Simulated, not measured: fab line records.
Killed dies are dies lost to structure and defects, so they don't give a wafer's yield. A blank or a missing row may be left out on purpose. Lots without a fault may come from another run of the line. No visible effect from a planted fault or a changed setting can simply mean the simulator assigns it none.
fab line records	flow sky130	part 1 of 2: steps 1 to 41 of 42
record: lots: 5	wafers: 15	lastDay: 49
route steps=708 shown GATE_OXIDE@192 POLY_GATE@204 RES_PROTECT@206 PAD_OPEN@708
lots that met no fault: from a run of the same line without faults
startH: start of the lot's first displayed wafer, in hours after the record's first day	waitH: hours since the lot's step before	" the same as in the row above	L1.1+2: a single row standing in for several wafers	- no value present, or no start provided	* or withheld: withheld	< > ~ a bound
route shown NAME@n: names a module that has steps shown in the file, with the first one's number in the route	usual: mean and standard deviation over wafers with no fault	same: alike in all rows	chamber/n: place in a boat	sites: each site's reading	_std_site: standard deviation of those values	_edge_site: mean of outer sites minus mean of inner sites	radiusMm: for every site, how far away it sits from the centre of the wafer	mask NAME#n: copy n	behind: the most recent tool/chamber to have shaped the wafer	hold: why the lot went on hold/how many hours it stayed there/how the hold came to an end	device: the n, p or np transistor that did not switch	end of line: tests run on the same wafers once the route is complete	a step given without rows: its recipe and nothing more	killed: the dies lost at the first sort to structure and to defects; this is not the yield of the wafer	map: a wafer's dies, marking killed ones x, the rest . and places with no die _
set.NAME: the setting as run; set.NAME@STEP: as run at that earlier step	model.NAME: the simulator's own value behind a step, which no gauge read
a table for each step, a row for each wafer; lots at some steps of the route
services: the hour from which a tool's chamber was out of use, counted from the record's first day as startH (under 0 if before that day), plus the number of hours and why
== steps ==
step: SKY_GATE_OXIDE_COAT_05
recipe: resist: NOVOLAK	spinRpm: 3000	resistThkNm: 1140
step: SKY_GATE_OXIDE_SOFTBAKE_06
recipe: tempC: 90	timeS: 60	resist: NOVOLAK
step: SKY_GATE_OXIDE_EXPOSE_07
recipe: maskId: LVOM	na: 0.6	sourceShape: conventional	sigmaOuter: 0.6	polarization: unpolarized	targetCdNm: 600	doseMj: 170
step: SKY_GATE_OXIDE_PEB_08
recipe: tempC: withheld	timeS: *	resist: NOVOLAK
step: SKY_GATE_OXIDE_DEVELOP_09
recipe: resist: NOVOLAK	developer: TMAH	developTimeS: 60	devTempC: 23
step: SKY_GATE_OXIDE_OVL_MEAS_10
usual: GATE_OXIDE_OVL: -0.7/1.5
lot.wafer	tool	chamber	startH	waitH	GATE_OXIDE_OVL[nm]
L775.1	overlay-02	-	367.85	0.1	1.3
L775.2	"	-	"	"	-0.5
L775.5	"	-	"	"	1.1
L778.2	overlay-01	-	370.15	0.1	-2.3
L778.3	"	-	"	"	0.3
L778.6	"	-	"	"	-3.2
L788.2	overlay-01	-	451.48	0.1	-1.7
L788.3	"	-	"	"	-1.1
L788.4	"	-	"	"	-1.9
L789.2	overlay-01	-	458.35	0.1	2.2
L789.5	"	-	"	"	3.6
L789.6	"	-	"	"	1.5
L791.1	overlay-02	-	475.55	0.1	-1.0
L791.2	"	-	"	"	-0.9
L791.5	"	-	"	"	-1.1
step: SKY_GATE_OXIDE_IMPLANT_11
recipe: species: B	energyKev: 10	doseCm2: 2.6e+12	tiltDeg: withheld
step: SKY_GATE_OXIDE_WET_ETCH_12
recipe: chemistry: dHF	targetDepthNm: 16.8	dry: n2Spin	target: SiO2	dilution: 100:1	tempC: 25	timeS: 336
step: SKY_GATE_OXIDE_STRIP_13
recipe: chemistry: O2/N2	powerW: 1400	pressureMtorr: 1500	platenTempC: withheld	o2FlowSccm: 3000	n2FlowSccm: 300	overashFraction: 0.5
usual: drypumpMotorCurrentA: 5.6/0.35	oesProductAu: 0.716/0.0041	stripTimeToEndpointS: 14.16/0.044
lot.wafer	tool	chamber	startH	waitH	drypumpMotorCurrentA	oesProductAu	rfHoursCounterH	stripTimeToEndpointS
L775.1	plasmaAsher-04	1	368.15	0.0	5.7	0.715	54	14.16
L775.2	"	0	"	"	6.1	0.721	54	14.17
L775.5	"	1	"	"	5.7	0.710	-	14.18
L778.2	plasmaAsher-04	0	370.43	0.0	6.2	0.714	54	14.11
L778.3	"	1	"	"	5.6	0.715	-	14.12
L778.6	"	0	"	"	6.1	0.720	-	14.11
L788.2	plasmaAsher-04	1	451.76	0.0	5.7	0.717	63	14.15
L788.3	"	0	"	"	6.1	0.713	-	14.20
L788.4	"	1	"	"	5.7	0.718	-	14.16
L789.2	plasmaAsher-04	1	458.64	0.0	5.7	0.718	64	14.23
L789.5	"	0	"	"	6.2	0.715	-	14.19
L789.6	"	1	"	"	5.7	0.716	-	14.16
L791.1	plasmaAsher-02	0	475.84	0.0	5.6	0.717	78	14.28
L791.2	"	1	"	"	5.2	0.708	78	14.24
L791.5	"	1	"	"	5.1	0.723	-	14.24
step: SKY_GATE_OXIDE_TW_MEAS_14
usual: GATE_OXIDE_TW: 223.0/1.4
lot.wafer	tool	chamber	startH	waitH	GATE_OXIDE_TW
L775.1	filmMetro-04	-	368.25	0.1	223.7
L775.2	"	-	"	"	223.4
L775.5	"	-	"	"	222.6
L778.2	filmMetro-04	-	370.54	0.1	223.9
L778.3	"	-	"	"	223.6
L778.6	"	-	"	"	222.3
L788.2	filmMetro-03	-	451.87	0.1	223.7
L788.3	"	-	"	"	223.3
L788.4	"	-	"	"	223.5
L789.2	filmMetro-02	-	458.75	0.1	219.8
L789.5	"	-	"	"	219.5
L789.6	"	-	"	"	220.0
L791.1	filmMetro-04	-	475.94	0.1	222.5
L791.2	"	-	"	"	223.4
L791.5	"	-	"	"	224.2
step: SKY_GATE_OXIDE_CLEAN_15
recipe: chemistry: SC1/SC2	mix: 1:4:20	tempC: 70	timeS: 150	dry: n2Spin
step: SKY_GATE_OXIDE_OXIDATION_16
recipe: tempC: 800	ambient: O2	idleTempC: 700	rampUpCPerMin: 10	rampDownCPerMin: 3	stabiliseS: 600	purgeS: 300	targetThkA: 35.7	oxTimeS: 1915
step: SKY_POLY_GATE_CVD_00
recipe: material: poly-Si	targetThkNm: 180	tempC: 620	timeS: 720	pressureMtorr: 200
usual: spikeTcBottomC: 639.9/1.2	spikeTcCentreC: 620.9/1.1	spikeTcLowerC: 619.4/1	spikeTcTopC: 634.7/0.91	spikeTcUpperC: 620.0/1.2
lot.wafer	tool	chamber	startH	waitH	spikeTcBottomC	spikeTcCentreC	spikeTcLowerC	spikeTcTopC	spikeTcUpperC	model.poly-Si_of_POLY_GATE_CVD_00.thkNm
L775.1	lpcvd-01	0	371.33	0.0	640.2	621.9	619.3	635.1	620.1	182.8
L775.2	"	0	"	"	639.0	619.6	619.4	635.0	618.4	183.9
L775.5	"	0	"	"	639.7	621.0	619.7	634.9	617.9	185.2
L778.2	lpcvd-01	0	374.36	0.0	639.6	621.4	617.9	634.2	619.9	184.6
L778.3	"	0	"	"	638.2	622.2	620.0	634.9	620.7	184.5
L778.6	"	0	"	"	638.6	622.1	618.6	636.1	618.1	185.8
L788.2	lpcvd-01	0	454.56	0.0	629.5	610.6	610.1	624.7	610.3	141.7
L788.3	"	0	"	"	629.6	611.0	609.2	626.6	608.5	142.5
L788.4	"	0	"	"	628.9	612.4	609.0	625.4	610.0	143.4
L789.2	lpcvd-01	1	460.39	0.0	640.7	621.4	620.0	634.3	621.1	181.8
L789.5	"	1	"	"	640.2	619.1	621.0	634.1	620.8	182.4
L789.6	"	1	"	"	639.7	622.8	619.1	634.3	622.6	182.6
L791.1	lpcvd-01	1	477.58	0.0	639.9	620.8	621.3	634.4	620.3	180.2
L791.2	"	1	"	"	639.3	619.9	619.3	636.1	619.4	180.1
L791.5	"	1	"	"	640.1	621.6	618.6	635.3	619.4	179.9
step: SKY_POLY_GATE_THK_MEAS_01
recipe: reads: poly-Si_of_POLY_GATE_CVD_00
usual: POLY_GATE_CVD_00_THK: 181.9/1.7
lot.wafer	tool	chamber	startH	waitH	POLY_GATE_CVD_00_THK[nm]
L775.1	filmMetro-03	-	372.53	0.0	182.8
L775.2	"	-	"	"	183.8
L775.5	"	-	"	"	185.2
L778.2	filmMetro-03	-	375.58	0.0	184.7
L778.3	"	-	"	"	184.4
L778.6	"	-	"	"	185.8
L788.2	filmMetro-04	-	455.77	0.0	141.7
L788.3	"	-	"	"	142.4
L788.4	"	-	"	"	143.4
L789.2	filmMetro-01	-	461.60	0.0	181.8
L789.5	"	-	"	"	182.5
L789.6	"	-	"	"	182.8
L791.1	filmMetro-03	-	478.78	0.0	180.2
L791.2	"	-	"	"	180.0
L791.5	"	-	"	"	179.9
step: SKY_RES_PROTECT_DEHYDRATE_00
recipe: tempC: 200	timeS: 60
step: SKY_RES_PROTECT_HMDS_01
recipe: primeTimeS: 60	primeTempC: 120
step: SKY_RES_PROTECT_COAT_02
recipe: resist: NOVOLAK	spinRpm: 3000	resistThkNm: 1140
step: SKY_RES_PROTECT_SOFTBAKE_03
recipe: tempC: 90	timeS: 60	resist: NOVOLAK
step: SKY_RES_PROTECT_EXPOSE_04
recipe: maskId: RPM	na: 0.6	sourceShape: conventional	sigmaOuter: 0.6	polarization: unpolarized	targetCdNm: 1270	doseMj: 131
step: SKY_RES_PROTECT_PEB_05
recipe: tempC: withheld	timeS: *	resist: NOVOLAK
step: SKY_RES_PROTECT_DEVELOP_06
recipe: resist: NOVOLAK	developer: TMAH	developTimeS: 60	devTempC: 23
step: SKY_POLY_GATE_IMPLANT_02
recipe: species: P	energyKev: 30	doseCm2: 7.7e+15	tiltDeg: 0
step: SKY_RES_PROTECT_STRIP_07
recipe: chemistry: O2/N2	powerW: 1400	pressureMtorr: 1500	platenTempC: withheld	o2FlowSccm: 3000	n2FlowSccm: 300	overashFraction: 0.5
usual: drypumpMotorCurrentA: 5.31/0.25	oesProductAu: 0.518/0.0049	stripTimeToEndpointS: 23.28/0.042
lot.wafer	tool	chamber	startH	waitH	drypumpMotorCurrentA	oesProductAu	rfHoursCounterH	stripTimeToEndpointS
L775.1	plasmaAsher-01	0	400.84	0.1	5.14	0.517	69	23.36
L775.2	"	1	"	"	5.56	0.520	69	23.31
L775.5	"	0	"	"	5.15	0.515	-	23.32
L778.2	plasmaAsher-02	1	403.89	0.1	5.18	0.523	71	23.32
L778.3	"	0	"	"	5.66	0.512	-	23.29
L778.6	"	1	"	"	5.14	0.522	-	23.26
L788.2	plasmaAsher-01	0	486.59	0.1	5.15	0.521	6	23.32
L788.3	"	0	"	"	5.15	0.518	-	23.32
L788.4	"	1	"	"	5.57	0.515	-	23.35
L789.2	plasmaAsher-02	0	492.59	0.1	5.59	0.525	79	23.22
L789.5	"	1	"	"	5.15	0.517	-	23.23
L789.6	"	0	"	"	5.64	0.516	-	23.28
L791.1	plasmaAsher-02	1	510.09	0.1	5.16	0.514	81	23.34
L791.2	"	0	"	"	5.62	0.510	81	23.33
L791.5	"	1	"	"	5.15	0.521	-	23.32
step: SKY_RES_PROTECT_TW_MEAS_08
usual: POLY_GATE_TW: 3999/21
lot.wafer	tool	chamber	startH	waitH	POLY_GATE_TW
L775.1	filmMetro-03	-	400.94	0.1	3994
L775.2	"	-	"	"	4004
L775.5	"	-	"	"	4010
L778.2	filmMetro-01	-	404.00	0.1	3982
L778.3	"	-	"	"	3972
L778.6	"	-	"	"	3985
L788.2	filmMetro-01	-	486.70	0.1	3974
L788.3	"	-	"	"	3995
L788.4	"	-	"	"	3970
L789.2	filmMetro-02	-	492.70	0.1	3979
L789.5	"	-	"	"	3994
L789.6	"	-	"	"	3980
L791.1	filmMetro-03	-	510.19	0.1	4033
L791.2	"	-	"	"	4010
L791.5	"	-	"	"	3996
step: SKY_RES_PROTECT_CLEAN_09
recipe: chemistry: SC1/SC2	mix: 1:4:20	tempC: 70	timeS: 150	dry: n2Spin
usual: bathHeatDutyPct: 14.3/1.4
lot.wafer	tool	chamber	startH	waitH	bathHeatDutyPct	model.poly-Si_of_POLY_GATE_CVD_00.thkNm
L775.1	wetBench-04	1	401.00	0.1	15.1	182.2
L775.2	"	1	"	"	13.7	183.3
L775.5	"	1	"	"	13.5	184.5
L778.2	wetBench-01	2	404.05	0.0	13.0	183.9
L778.3	"	2	"	"	14.1	183.9
L778.6	"	2	"	"	12.1	185.1
L788.2	wetBench-03	3	486.75	0.0	15.2	141
L788.3	"	3	"	"	14.1	141.9
L788.4	"	3	"	"	15.7	142.7
L789.2	wetBench-03	1	492.75	0.0	14.7	181.1
L789.5	"	1	"	"	14.7	181.8
L789.6	"	1	"	"	13.5	181.9
L791.1	wetBench-01	2	510.25	0.1	12.8	179.6
L791.2	"	2	"	"	14.1	179.5
L791.5	"	2	"	"	12.7	179.3
step: SKY_POLY_GATE_CVD_03
recipe: material: Si3N4	precursor: DCS/NH3	targetThkNm: 75	tempC: 770	timeS: 1290	pressureMtorr: 250
step: SKY_POLY_GATE_THK_MEAS_04
recipe: reads: Si3N4_of_POLY_GATE_CVD_03
usual: POLY_GATE_CVD_03_THK: 75.4/0.87
lot.wafer	tool	chamber	startH	waitH	POLY_GATE_CVD_03_THK[nm]
L775.1	filmMetro-04	-	402.41	0.0	76.0
L775.2	"	-	"	"	75.9
L775.5	"	-	"	"	75.8
L778.2	filmMetro-04	-	405.62	0.1	75.0
L778.3	"	-	"	"	74.7
L778.6	"	-	"	"	74.3
L788.2	filmMetro-04	-	488.17	0.0	75.7
L788.3	"	-	"	"	75.8
L788.4	"	-	"	"	76.1
L789.2	filmMetro-01	-	494.17	0.0	76.2
L789.5	"	-	"	"	76.5
L789.6	"	-	"	"	76.4
L791.1	filmMetro-04	-	511.66	0.0	74.0
L791.2	"	-	"	"	74.6
L791.5	"	-	"	"	75.0
step: SKY_POLY_GATE_DEHYDRATE_05
recipe: tempC: 200	timeS: 60
step: SKY_POLY_GATE_HMDS_06
recipe: primeTimeS: 60	primeTempC: 120
step: SKY_POLY_GATE_COAT_07
recipe: resist: BARC	tempC: withheld	timeS: withheld	spinRpm: 3000	resistThkNm: 110
step: SKY_POLY_GATE_COAT_08
recipe: resist: KrF-thick	spinRpm: 3000	resistThkNm: 450
step: SKY_POLY_GATE_SOFTBAKE_09
recipe: tempC: 100	timeS: 90	resist: KrF-thick
step: SKY_POLY_GATE_EXPOSE_10
recipe: maskId: P1M	na: 0.68	sourceShape: conventional	sigmaOuter: 0.6	targetCdNm: 150	doseMj: 28
step: SKY_POLY_GATE_PEB_11
recipe: pebTempC: withheld	pebTimeS: withheld	resist: KrF-thick
step: SKY_POLY_GATE_DEVELOP_12
recipe: developTimeS: 60	resist: KrF-thick	devTempC: 21
step: SKY_POLY_GATE_CD_MEAS_13
recipe: targetCdNm: 150
usual: cdNm: 150.0/1.4
lot.wafer	tool	chamber	startH	waitH	cdNm
L775.1	cdSem-01	-	432.67	-	149.7
L775.2	"	-	"	"	148.6
L775.5	"	-	"	"	150.8
L778.2	cdSem-02	-	436.64	-	151.4
L778.3	"	-	"	"	151.4
L778.6	"	-	"	"	150.4
L788.2	cdSem-01	-	519.46	-	149.3
L788.3	"	-	"	"	150.1
L788.4	"	-	"	"	151.6
L789.2	cdSem-01	-	524.34	-	150.4
L789.5	"	-	"	"	151.9
L789.6	"	-	"	"	151.1
L791.1	cdSem-01	-	542.44	-	149.5
L791.2	"	-	"	"	149.7
L791.5	"	-	"	"	149.3
step: SKY_POLY_GATE_OVL_MEAS_14
usual: POLY_GATE_OVL: -1/6.2
lot.wafer	tool	chamber	startH	waitH	POLY_GATE_OVL[nm]
L775.1	overlay-02	-	432.79	0.1	-4
L775.2	"	-	"	"	3
L775.5	"	-	"	"	-8
L778.2	overlay-02	-	436.75	0.1	-7
L778.3	"	-	"	"	2
L778.6	"	-	"	"	-7
L788.2	overlay-02	-	519.57	0.1	-9
L788.3	"	-	"	"	-7
L788.4	"	-	"	"	-16
L789.2	overlay-01	-	524.45	0.1	-8
L789.5	"	-	"	"	-11
L789.6	"	-	"	"	0
L791.1	overlay-02	-	542.56	0.1	6
L791.2	"	-	"	"	2
L791.5	"	-	"	"	-4
step: SKY_POLY_GATE_ETCH_15
recipe: chemistry: N2/H2	target: BARC	ionEnergyEv: 200	sourceW: 500	biasW: 100	pressureMtorr: 30	n2FlowSccm: 100	h2FlowSccm: 200	stopOn: SiO2	timeS: 118.5	targetDepthA: 1100
usual: biasW: 100.0/0.31	drypumpMotorCurrentA: 5.6/0.5	h2FlowSccm: 199.9/0.64	oesProductAu: 0.716/0.0048	throttleValvePct: 13.213/0.0091
lot.wafer	tool	chamber	startH	waitH	biasW	drypumpMotorCurrentA	h2FlowSccm	oesProductAu	rfHoursCounterH	throttleValvePct
L775.1	rieDiel-04	3	432.83	0.0	100.0	5.7	200.7	0.720	1	13.213
L775.2	"	2	"	"	100.3	6.0	199.1	0.705	1	13.210
L775.5	"	3	"	"	99.7	5.7	199.7	0.717	-	13.200
L778.2	rieDiel-03	1	436.78	0.0	100.4	5.3	200.0	0.719	29	13.216
L778.3	"	3	"	"	100.3	6.4	199.0	0.715	3	13.214
L778.6	"	1	"	"	100.1	5.3	200.2	0.708	-	13.207
L788.2	rieDiel-04	1	519.60	0.0	100.0	6.2	199.8	0.712	5	13.228
L788.3	"	2	"	"	100.6	6.0	199.5	0.716	2	13.220
L788.4	"	3	"	"	99.7	5.7	199.0	0.713	3	13.204
L789.2	rieDiel-03	3	524.48	0.0	100.5	6.4	200.1	0.716	4	13.214
L789.5	"	3	"	"	100.1	6.4	199.3	0.719	-	13.230
L789.6	"	0	"	"	99.5	4.7	200.5	0.717	-	13.209
L791.1	rieDiel-02	0	542.60	0.0	100.2	5.9	199.4	0.723	14	13.208
L791.2	"	2	"	"	99.5	5.1	200.4	0.721	2	13.203
L791.5	"	2	"	"	100.1	5.1	198.5	0.710	-	13.209
step: SKY_POLY_GATE_ETCH_16
recipe: stopOn: poly-Si	chemistry: CH3F/O2	target: Si3N4	sourceW: 400	biasW: 80	pressureMtorr: 25	ch3fFlowSccm: 40	O2_flow_sccm: 30	timeS: 147.5	targetDepthA: 750
usual: biasW: 80.00/0.21	drypumpMotorCurrentA: 5.6/0.51	oesProductAu: 0.642/0.0051	throttleValvePct: 10.535/0.0084
lot.wafer	tool	chamber	startH	waitH	biasW	drypumpMotorCurrentA	oesProductAu	rfHoursCounterH	throttleValvePct
L775.1	rieDiel-04	3	432.91	0.0	79.90	5.7	0.640	1	10.546
L775.2	"	2	"	"	79.68	6.0	0.639	1	10.542
L775.5	"	3	"	"	79.96	5.7	0.637	-	10.542
L778.2	rieDiel-03	1	436.86	0.0	80.31	5.3	0.642	29	10.535
L778.3	"	3	"	"	79.98	6.4	0.647	3	10.510
L778.6	"	1	"	"	79.89	5.3	0.638	-	10.541
L788.2	rieDiel-04	1	519.68	0.0	79.60	6.1	0.644	5	10.540
L788.3	"	2	"	"	79.86	6.0	0.646	2	10.548
L788.4	"	3	"	"	80.28	5.7	0.643	3	10.523
L789.2	rieDiel-03	3	524.56	0.0	80.04	6.4	0.654	4	10.537
L789.5	"	3	"	"	80.12	6.4	0.657	-	10.525
L789.6	"	0	"	"	80.17	4.7	0.652	-	10.533
L791.1	rieDiel-02	0	542.68	0.0	80.16	5.9	0.641	14	10.540
L791.2	"	2	"	"	80.46	5.1	0.634	2	10.533
L791.5	"	2	"	"	79.81	5.1	0.644	-	10.541
step: SKY_POLY_GATE_ETCH_17
recipe: targetDepthNm: 180	stopOn: SiO2	overEtchFrac: 0.56667	chemistry: HBr/Cl2	target: poly-Si	icpW: 400	biasW: 100	pressureMtorr: 10	HBr_flow_sccm: 150	Cl2_flow_sccm: 50	timeS: 70.5
usual: biasW: 100.0/0.32	drypumpMotorCurrentA: 6.0/0.36	mfcCl2Sccm: 50.00/0.16	oesProductAu: 0.992/0.0068	throttleValvePct: 33.683/0.0084
lot.wafer	tool	chamber	startH	waitH	biasW	drypumpMotorCurrentA	mfcCl2Sccm	oesProductAu	rfHoursCounterH	throttleValvePct	model.POLY_GATE.featureDepthNm	model.etch.depthNm
L775.1	rieSi-01	3	433.01	0.0	100.9	5.4	49.93	1.002	49	33.675	182.2	182.2
L775.2	"	2	"	"	99.8	6.5	50.22	1.000	7	33.676	181.6	181.6
L775.5	"	2	"	"	100.2	6.5	50.27	1.008	-	33.692	182.4	182.4
L778.2	rieSi-01	3	436.96	0.0	99.9	5.4	50.22	1.009	49	33.675	182.9	182.9
L778.3	"	1	"	"	100.3	5.4	49.95	1.003	23	33.701	182.3	182.3
L778.6	"	3	"	"	100.8	5.4	50.16	1.001	-	33.682	183.2	183.2
L788.2	rieSi-01	2	519.78	0.0	100.2	6.5	49.74	0.842	7	33.686	141	141
L788.3	"	0	"	"	99.9	6.1	49.71	0.846	1	33.697	141.9	141.9
L788.4	"	1	"	"	100.1	5.4	49.98	0.846	23	33.690	142.7	142.7
L789.2	rieSi-02	3	524.66	0.0	100.1	6.2	50.24	0.992	4	33.678	177.4	177.4
L789.5	"	1	"	"	100.1	6.0	50.09	0.990	-	33.672	180.3	180.3
L789.6	"	0	"	"	100.2	5.8	49.92	0.986	-	33.673	181.6	181.6
L791.1	rieSi-02	0	542.78	0.0	99.9	5.9	49.98	0.996	31	33.676	179.6	179.6
L791.2	"	2	"	"	100.3	6.2	50.08	0.985	10	33.690	179.5	179.5
L791.5	"	1	"	"	100.0	6.0	50.03	0.990	-	33.673	179.3	179.3
step: SKY_POLY_GATE_STRIP_18
recipe: chemistry: O2/N2	powerW: 1400	pressureMtorr: 1500	platenTempC: withheld	o2FlowSccm: 3000	n2FlowSccm: 300	overashFraction: 0.5
usual: drypumpMotorCurrentA: 5.4/0.37	oesProductAu: 0.360/0.0048	stripTimeToEndpointS: 3.158/0.029
lot.wafer	tool	chamber	startH	waitH	drypumpMotorCurrentA	oesProductAu	rfHoursCounterH	stripTimeToEndpointS
L775.1	plasmaAsher-03	0	433.06	0.0	5.4	0.356	32	3.150
L775.2	"	1	"	"	4.9	0.364	32	3.163
L775.5	"	0	"	"	5.4	0.360	-	3.147
L778.2	plasmaAsher-03	0	437.01	0.0	5.5	0.362	33	3.161
L778.3	"	0	"	"	5.4	0.359	-	3.152
L778.6	"	1	"	"	4.9	0.367	-	3.174
L788.2	plasmaAsher-03	0	519.83	0.0	5.4	0.350	41	3.136
L788.3	"	1	"	"	5.0	0.355	-	3.142
L788.4	"	0	"	"	5.4	0.358	-	3.116
L789.2	plasmaAsher-04	1	524.71	0.0	5.7	0.365	70	3.174
L789.5	"	1	"	"	5.7	0.363	-	3.143
L789.6	"	0	"	"	6.2	0.362	-	3.160
L791.1	plasmaAsher-03	1	542.83	0.0	4.9	0.366	43	3.160
L791.2	"	0	"	"	5.4	0.360	43	3.187
L791.5	"	1	"	"	4.9	0.359	-	3.168
== key ==
firstSign: step: SKY_POLY_GATE_CVD_00	reading: spikeTcTopC	direction: down	sigmas: 10	usual: 634.7	struck: 625.6
effect: step: SKY_POLY_GATE_CVD_00	reading: spikeTcLowerC	direction: down	sigmas: 9.9	usual: 619.4	struck: 609.5
effect: step: SKY_POLY_GATE_THK_MEAS_01	reading: POLY_GATE_CVD_00_THK	direction: down	sigmas: 23	usual: 181.9	struck: 142.5
effect: step: SKY_POLY_GATE_ETCH_17	reading: oesProductAu	direction: down	sigmas: 22	usual: 0.992	struck: 0.844
modelEffect: step: SKY_POLY_GATE_CVD_00	value: poly-Si_of_POLY_GATE_CVD_00.thkNm	without: 180.9	struck: 142.5
modelEffect: step: SKY_RES_PROTECT_CLEAN_09	value: poly-Si_of_POLY_GATE_CVD_00.thkNm	without: 180.3	struck: 141.9
modelEffect: step: SKY_POLY_GATE_ETCH_17	value: POLY_GATE.featureDepthNm	without: 179.9	struck: 141.9
modelEffect: step: SKY_PAD_OPEN_PROBE_99	value: etest.resHighPo.lineOhmUm	without: 739.4	struck: 918.5
metAt SKY_POLY_GATE_CVD_00
struckWafers L788.2,L788.3,L788.4
testerLeftOut L788
onsetBetween 374.36 454.56
fault: kind: processParameterDrift	tool: lpcvd-01	chamber: 0	onsetH: 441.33	steps: SKY_POLY_GATE_CVD_00	channel: tempC	offset: *	shape: step	endH: 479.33	stated: *
testerLeftOut: of these lots the tester's yield and bins aren't shown, on N5 and GAA mostly nor the transistor test; their killed dies are dies lost to structure and defects alone, not to doping, threshold or leakage, so they don't give the yield
